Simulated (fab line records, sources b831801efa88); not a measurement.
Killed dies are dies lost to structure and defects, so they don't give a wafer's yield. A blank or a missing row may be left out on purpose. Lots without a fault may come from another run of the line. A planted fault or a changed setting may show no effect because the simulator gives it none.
fab line records | flow gf180mcu
record lots=5 wafers=15 last_day=33
route steps=602 shown STI@27 DNWELL@32 NWELL@42 LVPWELL@54
lots that met no fault: from a run of the same line without faults
start_h: hours from the record's first day to the start of the lot's first wafer shown | wait_h: hours since the lot's step before | " the same as in the row above | L1.1+2: a row that stands for several wafers | - no value, or no start given | * or withheld: withheld | < > ~ a bound
route shown NAME@n: a module of which the file shows steps, and the number in the route of the first | usual: mean/standard deviation of fault-free wafers | same: alike in all rows | chamber/n: place in a boat | sites: the reading at each site | _std_site: their standard deviation | _edge_site: outer sites' mean less inner sites' | radius_mm: how far each site lies from the wafer's centre | mask NAME#n: copy n | behind: the tool/chamber that last shaped the wafer | hold: why the lot was held/for how many hours/how that ended | device: the transistor (n, p or np) that didn't switch | end of line: the same wafers' tests at the end of the route | a step without rows: its recipe alone | killed: dies lost to structure and defects at the first sort, not the wafer's yield | map: a wafer's dies, x killed, . not, _ none there
set.NAME: the setting as run; set.NAME@STEP: as run at that earlier step | model.NAME: the simulator's own value behind a step, which no gauge read
lots at some steps of the route; a table a step, a row a wafer
services: from which hour (start_h, from the record's first day; less than 0 if before it) a tool's chamber was out of use, for how many hours, and why
## steps
# step GF_STI_WET_ETCH_26
# recipe chemistry=dHF target_depth_nm=94 target=SiO2 temp_c=25 dilution=10:1 time_s=188
# same time_s=188
# columns lot.wafer tool chamber start_h wait_h
L080.3+4+5 wet_bench-01 0 58.98 0.2
L085.1+3+6 wet_bench-03 3 84.55 0.1
L086.1+3+4 wet_bench-03 3 90.10 0.1
L093.2+3+4 wet_bench-03 2 124.55 0.2
L094.2+4+5 wet_bench-01 3 131.58 0.1
# step GF_STI_WET_ETCH_27
# recipe chemistry=H3PO4 target_depth_nm=160 target=Si3N4 temp_c=160 time_s=1825
# same time_s=1825
# columns lot.wafer tool chamber start_h wait_h
L080.3+4+5 wet_bench-03 3 59.04 0.0
L085.1+3+6 wet_bench-01 0 84.61 0.0
L086.1+3+4 wet_bench-04 3 90.16 0.0
L093.2+3+4 wet_bench-01 0 124.61 0.0
L094.2+4+5 wet_bench-04 0 131.64 0.0
# step GF_STI_WET_ETCH_28
# recipe chemistry=dHF target_depth_nm=20 dry=ipa_marangoni target=SiO2 temp_c=25 dilution=10:1 time_s=40
# same time_s=40
# columns lot.wafer tool chamber start_h wait_h
L080.3+4+5 wet_bench-03 3 59.56 0.0
L085.1+3+6 wet_bench-03 0 85.13 0.0
L086.1+3+4 wet_bench-01 3 90.68 0.0
L093.2+3+4 wet_bench-03 0 125.13 0.0
L094.2+4+5 wet_bench-03 2 132.15 0.0
# step GF_STI_OXIDATION_29
# recipe temp_c=900 ambient=O2 stabilise_s=600 purge_s=300 target_thk_a=100 ox_time_s=1418
# usual zone_power_upper_pct=17.20/0.22
# columns lot.wafer tool chamber start_h wait_h zone_power_upper_pct
L080.3 furnace-02 0 59.58 0.0 17.01
L080.4 " 0 " " 16.81
L080.5 " 0 " " 17.00
L085.1 furnace-01 0 85.74 0.6 17.46
L085.3 " 0 " " 17.45
L085.6 " 0 " " 17.70
L086.1 furnace-01 0 91.39 0.7 17.35
L086.3 " 0 " " 17.33
L086.4 " 0 " " 17.62
L093.2 furnace-02 0 127.00 1.9 17.17
L093.3 " 0 " " 17.02
L093.4 " 0 " " 17.11
L094.2 furnace-02 0 132.63 0.5 17.00
L094.4 " 0 " " 17.12
L094.5 " 0 " " 17.11
# step GF_STI_THK_MEAS_30
# recipe reads=SiO2_of_STI_OXIDATION_29
# usual STI_OXIDATION_02_THK=9.91/0.17
# columns lot.wafer tool chamber start_h wait_h STI_OXIDATION_02_THK[nm]
L080.3 film_metro-02 - 60.99 0.0 10.08
L080.4 " - " " 10.03
L080.5 " - " " 10.07
L085.1 film_metro-03 - 87.13 0.0 9.98
L085.3 " - " " 9.72
L085.6 " - " " 9.87
L086.1 film_metro-02 - 92.78 0.0 9.76
L086.3 " - " " 9.71
L086.4 " - " " 9.67
L093.2 film_metro-01 - 128.41 0.0 10.00
L093.3 " - " " 9.89
L093.4 " - " " 9.89
L094.2 film_metro-01 - 134.04 0.0 9.40
L094.4 " - " " 9.83
L094.5 " - " " 9.66
# step GF_DNWELL_DEHYDRATE_00
# recipe temp_c=200 time_s=60
# usual resist_line_temp_C=23.02/0.1
# same time_s=60
# columns lot.wafer tool chamber start_h wait_h resist_line_temp_C
L080.3 litho_track-02 0 66.55 5.6 23.11
L080.4 " 0 " " 23.08
L080.5 " 0 " " 23.21
L085.1 litho_track-04 0 93.53 6.4 23.14
L085.3 " 0 " " 22.95
L085.6 " 0 " " 23.26
L086.1 litho_track-03 0 98.67 5.9 23.14
L086.3 " 0 " " 23.06
L086.4 " 0 " " 23.08
L093.2 litho_track-03 0 134.85 6.4 23.03
L093.3 " 0 " " 23.09
L093.4 " 0 " " 22.95
L094.2 litho_track-04 0 140.40 6.4 22.99
L094.4 " 0 " " 23.06
L094.5 " 0 " " 23.09
# step GF_DNWELL_HMDS_01
# recipe prime_time_s=60 prime_temp_c=120
# usual resist_line_temp_C=23.00/0.1
# columns lot.wafer tool chamber start_h wait_h resist_line_temp_C
L080.3 litho_track-02 0 66.70 0.1 23.06
L080.4 " 0 " " 23.01
L080.5 " 0 " " 23.10
L085.1 litho_track-04 0 93.68 0.1 23.16
L085.3 " 0 " " 23.12
L085.6 " 0 " " 23.09
L086.1 litho_track-03 0 98.82 0.1 22.92
L086.3 " 0 " " 22.94
L086.4 " 0 " " 22.89
L093.2 litho_track-03 0 135.00 0.1 22.93
L093.3 " 0 " " 22.89
L093.4 " 0 " " 22.99
L094.2 litho_track-04 0 140.55 0.1 22.93
L094.4 " 0 " " 23.08
L094.5 " 0 " " 23.07
# step GF_DNWELL_COAT_02
# recipe spin_rpm=2000 resist_thk_nm=3000
# usual resist_line_temp_C=22.99/0.097
# columns lot.wafer tool chamber start_h wait_h resist_line_temp_C
L080.3 litho_track-02 0 66.85 0.1 22.93
L080.4 " 0 " " 22.91
L080.5 " 0 " " 23.05
L085.1 litho_track-04 0 93.83 0.1 23.07
L085.3 " 0 " " 22.80
L085.6 " 0 " " 22.98
L086.1 litho_track-03 0 98.97 0.1 23.21
L086.3 " 0 " " 22.93
L086.4 " 0 " " 22.95
L093.2 litho_track-03 0 135.15 0.1 22.96
L093.3 " 0 " " 22.97
L093.4 " 0 " " 23.00
L094.2 litho_track-04 0 140.70 0.1 22.93
L094.4 " 0 " " 23.00
L094.5 " 0 " " 22.90
# step GF_DNWELL_SOFTBAKE_03
# recipe temp_c=110 time_s=withheld
# usual resist_line_temp_C=23.02/0.1
# columns lot.wafer tool chamber start_h wait_h resist_line_temp_C
L080.3 litho_track-02 0 67.02 0.1 23.11
L080.4 " 0 " " 23.06
L080.5 " 0 " " 23.02
L085.1 litho_track-04 0 93.98 0.1 23.05
L085.3 " 0 " " 23.03
L085.6 " 0 " " 22.92
L086.1 litho_track-03 0 99.12 0.1 23.10
L086.3 " 0 " " 22.91
L086.4 " 0 " " 23.26
L093.2 litho_track-03 0 135.30 0.1 23.08
L093.3 " 0 " " 23.05
L093.4 " 0 " " 22.96
L094.2 litho_track-04 0 140.86 0.1 23.10
L094.4 " 0 " " 22.95
L094.5 " 0 " " 23.04
# step GF_DNWELL_EXPOSE_04
# recipe mask_id=DNWELL target_cd_nm=1700 na=0.6 source_shape=conventional sigma_outer=0.6 dose_mj=257.4
# columns lot.wafer tool chamber start_h wait_h mask
L080.3+4+5 iline_stepper-02 0 - - DNWELL#0
L085.1+3+6 iline_stepper-02 0 - - DNWELL#0
L086.1+3+4 iline_stepper-02 0 - - DNWELL#0
L093.2+3+4 iline_stepper-02 0 - - DNWELL#0
L094.2+4+5 iline_stepper-01 0 - - DNWELL#0
# step GF_DNWELL_PEB_05
# recipe temp_c=115 time_s=withheld
# usual resist_line_temp_C=23.00/0.11
# columns lot.wafer tool chamber start_h wait_h resist_line_temp_C
L080.3 litho_track-02 0 - - 23.08
L080.4 " 0 " " 23.06
L080.5 " 0 " " 23.25
L085.1 litho_track-04 0 - - 23.01
L085.3 " 0 " " 23.01
L085.6 " 0 " " 23.00
L086.1 litho_track-03 0 - - 22.97
L086.3 " 0 " " 23.11
L086.4 " 0 " " 22.92
L093.2 litho_track-03 0 - - 22.93
L093.3 " 0 " " 22.95
L093.4 " 0 " " 22.99
L094.2 litho_track-04 0 - - 23.07
L094.4 " 0 " " 23.05
L094.5 " 0 " " 23.07
# step GF_DNWELL_DEVELOP_06
# recipe wall_angle_deg=90 develop_time_s=60 dev_temp_c=23
# usual resist_line_temp_C=22.98/0.11
# columns lot.wafer tool chamber start_h wait_h resist_line_temp_C
L080.3 litho_track-02 0 - - 22.92
L080.4 " 0 " " 22.92
L080.5 " 0 " " 22.85
L085.1 litho_track-04 0 - - 23.10
L085.3 " 0 " " 23.00
L085.6 " 0 " " 23.04
L086.1 litho_track-03 0 - - 22.92
L086.3 " 0 " " 22.83
L086.4 " 0 " " 22.92
L093.2 litho_track-03 0 - - 23.03
L093.3 " 0 " " 22.93
L093.4 " 0 " " 22.90
L094.2 litho_track-04 0 - - 23.14
L094.4 " 0 " " 23.23
L094.5 " 0 " " 23.03
# step GF_DNWELL_IMPLANT_07
# recipe species=P energy_kev=1500 dose_cm2=1e+13 tilt_deg=0
# usual faraday_current_uA=56.3/1
# columns lot.wafer tool chamber start_h wait_h faraday_current_uA
L080.3 implanter-01 0 73.35 - 55.6
L080.4 " 0 " " 55.6
L080.5 " 0 " " 57.2
L085.1 implanter-03 0 101.63 - 56.0
L085.3 " 0 " " 56.6
L085.6 " 0 " " 55.7
L086.1 implanter-02 0 105.62 - 57.0
L086.3 " 0 " " 55.8
L086.4 " 0 " " 56.4
L093.2 implanter-03 0 142.95 - 58.1
L093.3 " 0 " " 55.5
L093.4 " 0 " " 55.7
L094.2 implanter-02 0 148.95 - 57.8
L094.4 " 0 " " 56.5
L094.5 " 0 " " 56.2
# step GF_DNWELL_STRIP_08
# recipe chemistry=O2/N2 power_w=1400 pressure_mtorr=1500 platen_temp_c=250 o2_flow_sccm=3000 n2_flow_sccm=300 overash_fraction=0.5
# usual drypump_motor_current_A=5.93/0.27 heater_power_w=329/48 o2_flow_sccm=2999/8.9 oes_product_au=0.723/0.0044 strip_time_to_endpoint_s=36.98/0.089
# columns lot.wafer tool chamber start_h wait_h drypump_motor_current_A heater_power_w o2_flow_sccm oes_product_au rf_hours_counter_h strip_time_to_endpoint_s
L080.3 plasma_asher-01 0 73.49 0.1 6.12 338 2995 0.722 - 36.93
L080.4 " 1 " " 6.09 276 3007 0.716 - 36.92
L080.5 " 0 " " 6.10 340 2990 0.720 - 36.88
L085.1 plasma_asher-04 0 101.78 0.1 5.77 427 2985 0.722 44 37.01
L085.3 " 1 " " 5.91 286 2986 0.716 - 36.92
L085.6 " 0 " " 5.78 426 2984 0.731 - 37.04
L086.1 plasma_asher-02 1 105.77 0.1 5.28 350 2999 0.727 44 37.09
L086.3 " 1 " " 5.33 346 3003 0.722 - 37.03
L086.4 " 0 " " 6.12 349 2999 0.723 - 37.00
L093.2 plasma_asher-01 1 143.07 0.1 6.10 269 2992 0.718 51 36.99
L093.3 " 0 " " 6.10 333 2993 0.722 - 37.03
L093.4 " 1 " " 6.10 269 2994 0.720 - 36.86
L094.2 plasma_asher-04 1 149.08 0.1 5.93 280 3002 0.729 48 36.98
L094.4 " 0 " " 5.77 432 2998 0.724 - 36.91
L094.5 " 0 " " 5.79 417 2994 0.720 - 36.96
# step GF_DNWELL_TW_MEAS_09
# usual DNWELL_TW=1346/8.5
# columns lot.wafer tool chamber start_h wait_h DNWELL_TW
L080.3 film_metro-04 - 73.57 0.1 1352
L080.4 " - " " 1349
L080.5 " - " " 1349
L085.1 film_metro-03 - 101.88 0.1 1339
L085.3 " - " " 1338
L085.6 " - " " 1344
L086.1 film_metro-04 - 105.87 0.1 1355
L086.3 " - " " 1350
L086.4 " - " " 1348
L093.2 film_metro-01 - 143.18 0.1 1366
L093.3 " - " " 1359
L093.4 " - " " 1357
L094.2 film_metro-04 - 149.19 0.1 1351
L094.4 " - " " 1349
L094.5 " - " " 1349
# step GF_NWELL_DEHYDRATE_00
# recipe temp_c=200 time_s=60
# usual resist_line_temp_C=23.00/0.1
# same time_s=60
# columns lot.wafer tool chamber start_h wait_h resist_line_temp_C
L080.3 litho_track-04 0 79.53 5.9 23.11
L080.4 " 0 " " 23.03
L080.5 " 0 " " 22.98
L085.1 litho_track-04 0 108.33 6.4 22.97
L085.3 " 0 " " 22.94
L085.6 " 0 " " 22.95
L086.1 litho_track-01 0 112.66 6.8 23.00
L086.3 " 0 " " 22.97
L086.4 " 0 " " 23.08
L093.2 litho_track-01 0 150.58 7.4 22.89
L093.3 " 0 " " 22.98
L093.4 " 0 " " 23.05
L094.2 litho_track-04 0 156.70 7.5 23.04
L094.4 " 0 " " 23.05
L094.5 " 0 " " 23.13
# step GF_NWELL_HMDS_01
# recipe prime_time_s=60 prime_temp_c=120
# usual resist_line_temp_C=22.99/0.11
# columns lot.wafer tool chamber start_h wait_h resist_line_temp_C
L080.3 litho_track-04 0 79.68 0.1 23.00
L080.4 " 0 " " 23.06
L080.5 " 0 " " 23.10
L085.1 litho_track-04 0 108.48 0.1 22.86
L085.3 " 0 " " 22.83
L085.6 " 0 " " 23.07
L086.1 litho_track-01 0 112.81 0.1 23.13
L086.3 " 0 " " 23.08
L086.4 " 0 " " 22.96
L093.2 litho_track-01 0 150.73 0.1 23.08
L093.3 " 0 " " 23.01
L093.4 " 0 " " 23.20
L094.2 litho_track-04 0 156.85 0.1 23.09
L094.4 " 0 " " 23.11
L094.5 " 0 " " 23.04
# step GF_NWELL_COAT_02
# recipe spin_rpm=2000 resist_thk_nm=3000
# usual resist_line_temp_C=23.00/0.092
# columns lot.wafer tool chamber start_h wait_h resist_line_temp_C
L080.3 litho_track-04 0 79.83 0.1 22.98
L080.4 " 0 " " 22.81
L080.5 " 0 " " 22.93
L085.1 litho_track-04 0 108.63 0.1 23.01
L085.3 " 0 " " 23.13
L085.6 " 0 " " 22.87
L086.1 litho_track-01 0 112.96 0.1 23.02
L086.3 " 0 " " 22.91
L086.4 " 0 " " 22.94
L093.2 litho_track-01 0 150.88 0.1 23.06
L093.3 " 0 " " 23.19
L093.4 " 0 " " 23.09
L094.2 litho_track-04 0 157.00 0.1 22.95
L094.4 " 0 " " 22.93
L094.5 " 0 " " 23.03
# step GF_NWELL_SOFTBAKE_03
# recipe temp_c=110 time_s=withheld
# usual resist_line_temp_C=23.00/0.11
# columns lot.wafer tool chamber start_h wait_h resist_line_temp_C
L080.3 litho_track-04 0 80.00 0.1 22.88
L080.4 " 0 " " 22.90
L080.5 " 0 " " 22.91
L085.1 litho_track-04 0 108.78 0.1 22.94
L085.3 " 0 " " 22.97
L085.6 " 0 " " 23.16
L086.1 litho_track-01 0 113.11 0.1 22.97
L086.3 " 0 " " 23.08
L086.4 " 0 " " 23.24
L093.2 litho_track-01 0 151.04 0.1 23.02
L093.3 " 0 " " 23.14
L093.4 " 0 " " 23.08
L094.2 litho_track-04 0 157.16 0.1 23.05
L094.4 " 0 " " 23.22
L094.5 " 0 " " 23.00
# step GF_NWELL_EXPOSE_04
# recipe mask_id=Nwell target_cd_nm=860 na=0.6 source_shape=conventional sigma_outer=0.6 dose_mj=260
# columns lot.wafer tool chamber start_h wait_h mask
L080.3+4+5 iline_stepper-01 0 - - Nwell#0
L085.1+3+6 iline_stepper-02 0 - - Nwell#0
L086.1+3+4 iline_stepper-01 0 - - Nwell#0
L093.2+3+4 iline_stepper-01 0 - - Nwell#0
L094.2+4+5 iline_stepper-01 0 - - Nwell#0
# step GF_NWELL_PEB_05
# recipe temp_c=115 time_s=withheld
# usual resist_line_temp_C=22.99/0.11
# columns lot.wafer tool chamber start_h wait_h resist_line_temp_C
L080.3 litho_track-03 0 - - 22.90
L080.4 " 0 " " 22.87
L080.5 " 0 " " 22.87
L085.1 litho_track-04 0 - - 22.97
L085.3 " 0 " " 23.01
L085.6 " 0 " " 23.08
L086.1 litho_track-01 0 - - 23.07
L086.3 " 0 " " 23.10
L086.4 " 0 " " 22.91
L093.2 litho_track-01 0 - - 23.03
L093.3 " 0 " " 23.06
L093.4 " 0 " " 23.13
L094.2 litho_track-01 0 - - 23.16
L094.4 " 0 " " 23.00
L094.5 " 0 " " 22.88
# step GF_NWELL_DEVELOP_06
# recipe wall_angle_deg=90 develop_time_s=60 dev_temp_c=23
# usual resist_line_temp_C=22.98/0.1
# columns lot.wafer tool chamber start_h wait_h resist_line_temp_C
L080.3 litho_track-03 0 - - 22.83
L080.4 " 0 " " 22.97
L080.5 " 0 " " 22.86
L085.1 litho_track-04 0 - - 23.13
L085.3 " 0 " " 22.99
L085.6 " 0 " " 22.95
L086.1 litho_track-01 0 - - 23.02
L086.3 " 0 " " 23.10
L086.4 " 0 " " 23.02
L093.2 litho_track-01 0 - - 23.09
L093.3 " 0 " " 23.06
L093.4 " 0 " " 22.99
L094.2 litho_track-01 0 - - 22.98
L094.4 " 0 " " 22.95
L094.5 " 0 " " 22.98
# step GF_NWELL_OVL_MEAS_07
# usual NWELL_OVL=-0.2/1.5
# columns lot.wafer tool chamber start_h wait_h NWELL_OVL[nm]
L080.3 overlay-01 - 87.03 - -3.2
L080.4 " - " " -1.5
L080.5 " - " " -3.1
L085.1 overlay-01 - 115.93 - 0.7
L085.3 " - " " 0.2
L085.6 " - " " 0.7
L086.1 overlay-01 - 120.36 - 1.7
L086.3 " - " " -0.6
L086.4 " - " " 0.4
L093.2 overlay-01 - 158.11 - -2.3
L093.3 " - " " 0.2
L093.4 " - " " 0.8
L094.2 overlay-01 - 165.01 - -1.2
L094.4 " - " " -2.2
L094.5 " - " " -2.8
# step GF_NWELL_IMPLANT_08
# recipe species=P energy_kev=450 dose_cm2=1.5e+13 tilt_deg=0
# usual faraday_current_uA=84.7/1.7
# columns lot.wafer tool chamber start_h wait_h faraday_current_uA
L080.3 implanter-04 0 87.11 0.1 82.8
L080.4 " 0 " " 82.1
L080.5 " 0 " " 88.1
L085.1 implanter-03 0 115.96 0.0 82.4
L085.3 " 0 " " 84.9
L085.6 " 0 " " 83.7
L086.1 implanter-04 0 120.39 0.0 82.1
L086.3 " 0 " " 83.1
L086.4 " 0 " " 86.7
L093.2 implanter-04 0 158.17 0.0 83.9
L093.3 " 0 " " 85.9
L093.4 " 0 " " 84.1
L094.2 implanter-03 0 165.07 0.0 85.8
L094.4 " 0 " " 84.9
L094.5 " 0 " " 81.0
# step GF_NWELL_IMPLANT_09
# recipe species=P energy_kev=160 dose_cm2=4e+12 tilt_deg=0
# usual faraday_current_uA=22.6/0.42
# columns lot.wafer tool chamber start_h wait_h faraday_current_uA
L080.3 implanter-04 0 87.26 0.1 22.5
L080.4 " 0 " " 22.7
L080.5 " 0 " " 22.2
L085.1 implanter-03 0 116.11 0.1 23.3
L085.3 " 0 " " 22.7
L085.6 " 0 " " 22.7
L086.1 implanter-04 0 120.54 0.1 22.9
L086.3 " 0 " " 22.7
L086.4 " 0 " " 22.7
L093.2 implanter-04 0 158.32 0.1 22.5
L093.3 " 0 " " 22.2
L093.4 " 0 " " 23.0
L094.2 implanter-03 0 165.22 0.1 22.5
L094.4 " 0 " " 23.3
L094.5 " 0 " " 22.7
# step GF_NWELL_STRIP_10
# recipe chemistry=O2/N2 power_w=1400 pressure_mtorr=1500 platen_temp_c=250 o2_flow_sccm=3000 n2_flow_sccm=300 overash_fraction=0.5
# usual drypump_motor_current_A=6.0/0.44 heater_power_w=333/43 o2_flow_sccm=3000/9.2 oes_product_au=0.722/0.0044 strip_time_to_endpoint_s=36.97/0.098
# columns lot.wafer tool chamber start_h wait_h drypump_motor_current_A heater_power_w o2_flow_sccm oes_product_au rf_hours_counter_h strip_time_to_endpoint_s
L080.3 plasma_asher-02 1 87.39 0.1 5.3 351 3000 0.723 - 37.04
L080.4 " 0 " " 6.1 344 2998 0.724 - 36.95
L080.5 " 0 " " 6.1 335 3014 0.722 - 36.91
L085.1 plasma_asher-03 1 116.26 0.1 6.6 301 2992 0.720 31 36.95
L085.3 " 1 " " 6.6 301 2998 0.730 - 36.86
L085.6 " 0 " " 6.4 294 2989 0.726 - 36.91
L086.1 plasma_asher-03 0 120.69 0.1 6.4 293 3016 0.730 32 37.08
L086.3 " 0 " " 6.4 282 3019 0.724 - 37.16
L086.4 " 1 " " 6.7 292 2994 0.718 - 37.17
L093.2 plasma_asher-02 1 158.44 0.1 5.3 361 3009 0.723 4 36.89
L093.3 " 0 " " 6.1 317 3005 0.721 - 36.96
L093.4 " 1 " " 5.3 359 2996 0.718 - 36.97
L094.2 plasma_asher-04 0 165.34 0.1 5.8 421 2997 0.722 49 36.97
L094.4 " 1 " " 5.9 280 2992 0.722 - 36.96
L094.5 " 0 " " 5.8 423 3005 0.717 - 37.00
# step GF_NWELL_TW_MEAS_11
# usual NWELL_TW=1570/9.4
# columns lot.wafer tool chamber start_h wait_h NWELL_TW
L080.3 film_metro-01 - 87.57 0.1 1574
L080.4 " - " " 1570
L080.5 " - " " 1572
L085.1 film_metro-01 - 116.36 0.1 1572
L085.3 " - " " 1572
L085.6 " - " " 1566
L086.1 film_metro-02 - 120.79 0.1 1560
L086.3 " - " " 1559
L086.4 " - " " 1567
L093.2 film_metro-02 - 158.55 0.1 1556
L093.3 " - " " 1548
L093.4 " - " " 1556
L094.2 film_metro-02 - 165.45 0.1 1565
L094.4 " - " " 1567
L094.5 " - " " 1551
# step GF_LVPWELL_DEHYDRATE_00
# recipe temp_c=200 time_s=60
# usual resist_line_temp_C=23.01/0.12
# same time_s=60
# columns lot.wafer tool chamber start_h wait_h resist_line_temp_C
L080.3 litho_track-01 0 93.36 5.8 23.06
L080.4 " 0 " " 22.97
L080.5 " 0 " " 22.93
L085.1 litho_track-01 0 123.16 6.8 23.14
L085.3 " 0 " " 23.31
L085.6 " 0 " " 23.15
L086.1 litho_track-01 0 127.56 6.8 22.97
L086.3 " 0 " " 22.91
L086.4 " 0 " " 22.94
L093.2 litho_track-02 0 165.83 7.3 23.07
L093.3 " 0 " " 23.17
L093.4 " 0 " " 23.27
L094.2 litho_track-01 0 172.78 7.3 23.06
L094.4 " 0 " " 23.17
L094.5 " 0 " " 23.04
# step GF_LVPWELL_HMDS_01
# recipe prime_time_s=60 prime_temp_c=120
# usual resist_line_temp_C=23.00/0.1
# columns lot.wafer tool chamber start_h wait_h resist_line_temp_C
L080.3 litho_track-01 0 93.51 0.1 23.11
L080.4 " 0 " " 23.16
L080.5 " 0 " " 23.00
L085.1 litho_track-01 0 123.31 0.1 23.07
L085.3 " 0 " " 22.99
L085.6 " 0 " " 22.96
L086.1 litho_track-01 0 127.71 0.1 22.80
L086.3 " 0 " " 22.91
L086.4 " 0 " " 22.82
L093.2 litho_track-02 0 165.98 0.1 23.08
L093.3 " 0 " " 22.99
L093.4 " 0 " " 23.13
L094.2 litho_track-01 0 172.93 0.1 22.95
L094.4 " 0 " " 23.00
L094.5 " 0 " " 23.01
# step GF_LVPWELL_COAT_02
# recipe spin_rpm=2000 resist_thk_nm=3000
# usual resist_line_temp_C=23.02/0.099
# columns lot.wafer tool chamber start_h wait_h resist_line_temp_C
L080.3 litho_track-01 0 93.66 0.1 22.97
L080.4 " 0 " " 23.04
L080.5 " 0 " " 23.07
L085.1 litho_track-01 0 123.46 0.1 22.89
L085.3 " 0 " " 22.89
L085.6 " 0 " " 22.89
L086.1 litho_track-01 0 127.86 0.1 22.85
L086.3 " 0 " " 23.10
L086.4 " 0 " " 22.95
L093.2 litho_track-02 0 166.13 0.1 22.95
L093.3 " 0 " " 22.92
L093.4 " 0 " " 23.28
L094.2 litho_track-01 0 173.08 0.1 22.83
L094.4 " 0 " " 22.97
L094.5 " 0 " " 22.97
# step GF_LVPWELL_SOFTBAKE_03
# recipe temp_c=110 time_s=withheld
# usual resist_line_temp_C=23.00/0.099
# columns lot.wafer tool chamber start_h wait_h resist_line_temp_C
L080.3 litho_track-01 0 93.82 0.1 22.87
L080.4 " 0 " " 23.16
L080.5 " 0 " " 22.92
L085.1 litho_track-01 0 123.61 0.1 23.12
L085.3 " 0 " " 22.94
L085.6 " 0 " " 22.98
L086.1 litho_track-01 0 128.01 0.1 23.07
L086.3 " 0 " " 22.76
L086.4 " 0 " " 23.08
L093.2 litho_track-02 0 166.28 0.1 23.00
L093.3 " 0 " " 22.96
L093.4 " 0 " " 23.08
L094.2 litho_track-01 0 173.24 0.1 23.14
L094.4 " 0 " " 23.08
L094.5 " 0 " " 23.14
# step GF_LVPWELL_EXPOSE_04
# recipe mask_id=LVPWELL target_cd_nm=600 na=0.6 source_shape=conventional sigma_outer=0.6 dose_mj=260
# columns lot.wafer tool chamber start_h wait_h mask
L080.3+4+5 iline_stepper-02 0 - - LVPWELL#0
L085.1+3+6 iline_stepper-01 0 - - LVPWELL#0
L086.1+3+4 iline_stepper-01 0 - - LVPWELL#0
L093.2+3+4 iline_stepper-02 0 - - LVPWELL#0
L094.2+4+5 iline_stepper-02 0 - - LVPWELL#0
# step GF_LVPWELL_PEB_05
# recipe temp_c=115 time_s=withheld
# usual resist_line_temp_C=23.01/0.11
# columns lot.wafer tool chamber start_h wait_h resist_line_temp_C
L080.3 litho_track-02 0 - - 22.90
L080.4 " 0 " " 23.15
L080.5 " 0 " " 23.17
L085.1 litho_track-03 0 - - 22.92
L085.3 " 0 " " 23.10
L085.6 " 0 " " 22.98
L086.1 litho_track-03 0 - - 22.85
L086.3 " 0 " " 22.90
L086.4 " 0 " " 23.10
L093.2 litho_track-02 0 - - 23.09
L093.3 " 0 " " 23.11
L093.4 " 0 " " 22.95
L094.2 litho_track-03 0 - - 23.04
L094.4 " 0 " " 23.11
L094.5 " 0 " " 22.87
# step GF_LVPWELL_DEVELOP_06
# recipe wall_angle_deg=90 develop_time_s=60 dev_temp_c=21.99
# usual resist_line_temp_C=22.97/0.1
# columns lot.wafer tool chamber start_h wait_h resist_line_temp_C
L080.3 litho_track-02 0 - - 22.90
L080.4 " 0 " " 22.90
L080.5 " 0 " " 22.94
L085.1 litho_track-03 0 - - 22.84
L085.3 " 0 " " 22.79
L085.6 " 0 " " 22.89
L086.1 litho_track-03 0 - - 23.11
L086.3 " 0 " " 22.89
L086.4 " 0 " " 22.96
L093.2 litho_track-02 0 - - 23.00
L093.3 " 0 " " 23.08
L093.4 " 0 " " 23.12
L094.2 litho_track-03 0 - - 23.13
L094.4 " 0 " " 23.06
L094.5 " 0 " " 23.02
# step GF_LVPWELL_OVL_MEAS_07
# usual LVPWELL_OVL=1.4/1.4
# columns lot.wafer tool chamber start_h wait_h LVPWELL_OVL[nm]
L080.3 overlay-01 - 100.71 - 2.6
L080.4 " - " " 1.8
L080.5 " - " " 3.4
L085.1 overlay-01 - 130.92 - -0.1
L085.3 " - " " 1.1
L085.6 " - " " -1.5
L086.1 overlay-02 - 134.82 - 0.1
L086.3 " - " " -0.3
L086.4 " - " " -0.1
L093.2 overlay-02 - 174.41 - 1.4
L093.3 " - " " 2.4
L093.4 " - " " -0.2
L094.2 overlay-02 - 181.43 - 3.5
L094.4 " - " " 5.3
L094.5 " - " " 4.3
# step GF_LVPWELL_IMPLANT_08
# recipe species=B energy_kev=170 dose_cm2=1.5e+13 tilt_deg=0
# usual faraday_current_uA=84.7/1.7
# columns lot.wafer tool chamber start_h wait_h faraday_current_uA
L080.3 implanter-02 0 100.79 0.1 85.6
L080.4 " 0 " " 84.8
L080.5 " 0 " " 85.3
L085.1 implanter-03 0 130.96 0.0 83.2
L085.3 " 0 " " 85.3
L085.6 " 0 " " 84.9
L086.1 implanter-02 0 134.86 0.0 83.8
L086.3 " 0 " " 84.1
L086.4 " 0 " " 84.3
L093.2 implanter-02 0 174.46 0.0 86.7
L093.3 " 0 " " 84.6
L093.4 " 0 " " 83.6
L094.2 implanter-02 0 181.48 0.0 84.9
L094.4 " 0 " " 85.6
L094.5 " 0 " " 84.3
# step GF_LVPWELL_IMPLANT_09
# recipe species=B energy_kev=60 dose_cm2=5e+12 tilt_deg=0
# usual faraday_current_uA=28.1/0.56
# columns lot.wafer tool chamber start_h wait_h faraday_current_uA
L080.3 implanter-02 0 100.94 0.1 26.9
L080.4 " 0 " " 27.4
L080.5 " 0 " " 29.0
L085.1 implanter-03 0 131.11 0.1 28.2
L085.3 " 0 " " 29.1
L085.6 " 0 " " 28.0
L086.1 implanter-02 0 135.01 0.1 27.3
L086.3 " 0 " " 28.7
L086.4 " 0 " " 28.3
L093.2 implanter-02 0 174.61 0.1 27.4
L093.3 " 0 " " 28.4
L093.4 " 0 " " 28.0
L094.2 implanter-02 0 181.63 0.1 27.7
L094.4 " 0 " " 28.2
L094.5 " 0 " " 28.3
## services
# columns tool chamber start_h hours kind
implanter-02 - 35.09 5.9 repair
iline_stepper-02 - 35.86 4.6 repair
plasma_asher-01 - 51.25 0.5 repair
furnace-01 - 53.92 4.1 repair
plasma_asher-04 - 56.73 15.6 pm
iline_stepper-01 - 67.87 1.7 pm
plasma_asher-02 - 73.15 1.3 repair
plasma_asher-04 - 93.43 3.9 repair
plasma_asher-01 - 101.00 1.8 repair
plasma_asher-02 - 108.75 9.0 pm
plasma_asher-04 - 109.79 14.6 pm
implanter-03 - 125.36 5.2 repair
furnace-01 - 126.63 4.0 pm
plasma_asher-03 - 126.86 0.8 repair
iline_stepper-01 - 130.20 1.8 repair
furnace-01 - 136.82 1.5 pm
iline_stepper-02 - 146.06 1.7 pm
furnace-02 - 149.07 4.3 pm
furnace-01 - 161.51 3.8 pm
furnace-02 - 168.29 3.8 pm
iline_stepper-02 - 170.12 2.1 pm
plasma_asher-02 - 171.07 15.6 pm
iline_stepper-01 - 178.43 12.7 repair
implanter-03 - 180.94 4.2 repair
## key
fault none
